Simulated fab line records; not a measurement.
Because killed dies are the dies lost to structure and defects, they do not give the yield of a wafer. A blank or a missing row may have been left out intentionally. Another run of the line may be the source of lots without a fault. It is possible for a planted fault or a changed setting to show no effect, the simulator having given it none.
Which of the tools did it? || flow gf180mcu || 13 lots with 39 wafers sampled at 2 steps, on a route of 602 steps

== WHAT THE GAUGES READ, wafer by wafer ==
GF_MIM_RS_MEAS_10: a four-point-probe measurement.
{"lot": "L133", "measured": "day 24 20:00", "on": "film-metro-01", "MIM_ALCU_RS (ohm/sq)": "0.1616 0.1621 0.1623"}
{"lot": "L134", "measured": "day 24 21:11", "on": "film-metro-01", "MIM_ALCU_RS (ohm/sq)": "0.1594 0.1617 0.1603"}
{"lot": "L136", "measured": "day 25 19:17", "on": "film-metro-03", "MIM_ALCU_RS (ohm/sq)": "0.1597 0.1582 0.1570"}
{"lot": "L135", "measured": "day 25 19:57", "on": "film-metro-01", "MIM_ALCU_RS (ohm/sq)": "0.1639 0.1635 0.1657"}
{"lot": "L142", "measured": "day 27 12:25", "on": "film-metro-04", "MIM_ALCU_RS (ohm/sq)": "0.1626 0.1634 0.1644"}
{"lot": "L143", "measured": "day 27 17:05", "on": "film-metro-01", "MIM_ALCU_RS (ohm/sq)": "0.1606 0.1604 0.1600"}
{"lot": "L144", "measured": "day 28 05:31", "on": "film-metro-03", "MIM_ALCU_RS (ohm/sq)": "0.1600 0.1581 0.1574"}
{"lot": "L145", "measured": "day 28 09:02", "on": "film-metro-03", "MIM_ALCU_RS (ohm/sq)": "0.1580 0.1584 0.1583"}
{"lot": "L148", "measured": "day 29 03:09", "on": "film-metro-03", "MIM_ALCU_RS (ohm/sq)": "0.1583 0.1596 0.1589"}
{"lot": "L150", "measured": "day 29 18:02", "on": "film-metro-01", "MIM_ALCU_RS (ohm/sq)": "0.1609 0.1614 0.1601"}
{"lot": "L154", "measured": "day 31 00:23", "on": "film-metro-03", "MIM_ALCU_RS (ohm/sq)": "0.1604 0.1576 0.1591"}
{"lot": "L155", "measured": "day 31 05:01", "on": "film-metro-03", "MIM_ALCU_RS (ohm/sq)": "0.1613 0.1610 0.1616"}
{"lot": "L156", "measured": "day 31 09:56", "on": "film-metro-04", "MIM_ALCU_RS (ohm/sq)": "0.1624 0.1615 0.1622"}

== WHAT TOOL EACH LOT RAN ON (gives the tool, then ch and the chambers of the sampled wafers, and finally the start) ==
{"lot": "L133", "GF_V4_SPUTTER_22": "pvd-sputter-04, day 24 18:53"}
{"lot": "L134", "GF_V4_SPUTTER_22": "pvd-sputter-03, day 24 20:05"}
{"lot": "L136", "GF_V4_SPUTTER_22": "pvd-sputter-03, day 25 18:11"}
{"lot": "L135", "GF_V4_SPUTTER_22": "pvd-sputter-02, day 25 18:53"}
{"lot": "L142", "GF_V4_SPUTTER_22": "pvd-sputter-02, day 27 11:07"}
{"lot": "L143", "GF_V4_SPUTTER_22": "pvd-sputter-02, day 27 16:02"}
{"lot": "L144", "GF_V4_SPUTTER_22": "pvd-sputter-02, day 28 04:28"}
{"lot": "L145", "GF_V4_SPUTTER_22": "pvd-sputter-03, day 28 07:59"}
{"lot": "L148", "GF_V4_SPUTTER_22": "pvd-sputter-04, day 29 02:05"}
{"lot": "L150", "GF_V4_SPUTTER_22": "pvd-sputter-03, day 29 16:59"}
{"lot": "L154", "GF_V4_SPUTTER_22": "pvd-sputter-03, day 30 23:14"}
{"lot": "L155", "GF_V4_SPUTTER_22": "pvd-sputter-02, day 31 03:49"}
{"lot": "L156", "GF_V4_SPUTTER_22": "pvd-sputter-04, day 31 08:54"}
- GF_V4_SPUTTER_22: material TiN, target thk 10 nm, time 40 s.

== WHAT THE TOOLS THEMSELVES READ (means of the sampled wafers that have a number; where no wafer has one, the mark that the record gives instead) ==
GF_V4_SPUTTER_22.
{"lot": "L133", "tool": "pvd-sputter-04", "throttle-valve-pct (%)": 30.6}
{"lot": "L134", "tool": "pvd-sputter-03", "throttle-valve-pct (%)": 29.7}
{"lot": "L136", "tool": "pvd-sputter-03", "throttle-valve-pct (%)": 29.8}
{"lot": "L135", "tool": "pvd-sputter-02", "throttle-valve-pct (%)": 29.2}
{"lot": "L142", "tool": "pvd-sputter-02", "throttle-valve-pct (%)": 30.3}
{"lot": "L143", "tool": "pvd-sputter-02", "throttle-valve-pct (%)": 28.9}
{"lot": "L144", "tool": "pvd-sputter-02", "throttle-valve-pct (%)": 28.9}
{"lot": "L145", "tool": "pvd-sputter-03", "throttle-valve-pct (%)": 29.7}
{"lot": "L148", "tool": "pvd-sputter-04", "throttle-valve-pct (%)": 29.7}
{"lot": "L150", "tool": "pvd-sputter-03", "throttle-valve-pct (%)": 30.3}
{"lot": "L154", "tool": "pvd-sputter-03", "throttle-valve-pct (%)": 29.7}
{"lot": "L155", "tool": "pvd-sputter-02", "throttle-valve-pct (%)": 31.1}
{"lot": "L156", "tool": "pvd-sputter-04", "throttle-valve-pct (%)": 30.0}

== THE ANSWER, worked out from the rows above alone ==
Rule: what is usual is taken from the lots themselves. The widest of any qualifying gaps counts: lots, ordered by their means at a reading, are off when they make up no more than a third of the lots, leave a main group of 4 or more, and stand apart from it by 3 or more times the standard deviation of that group's means. Not used: any main group whose means are identical at the precision the tables above print for the reading. A lot without any number at a reading at which 4 lots or more have one is off too. Any other lot the step has rows for is counted as sound. The gauges are gone through in route order, then the tools' own readings, and for those a lot's mean is taken as printed above. At the first step where some lot is off, the reading lying furthest off is the one used; lots without a number count as furthest.
No lot is off at any reading shown: from this, nothing can be told.

== WHAT THE SIMULATOR PUT IN ==
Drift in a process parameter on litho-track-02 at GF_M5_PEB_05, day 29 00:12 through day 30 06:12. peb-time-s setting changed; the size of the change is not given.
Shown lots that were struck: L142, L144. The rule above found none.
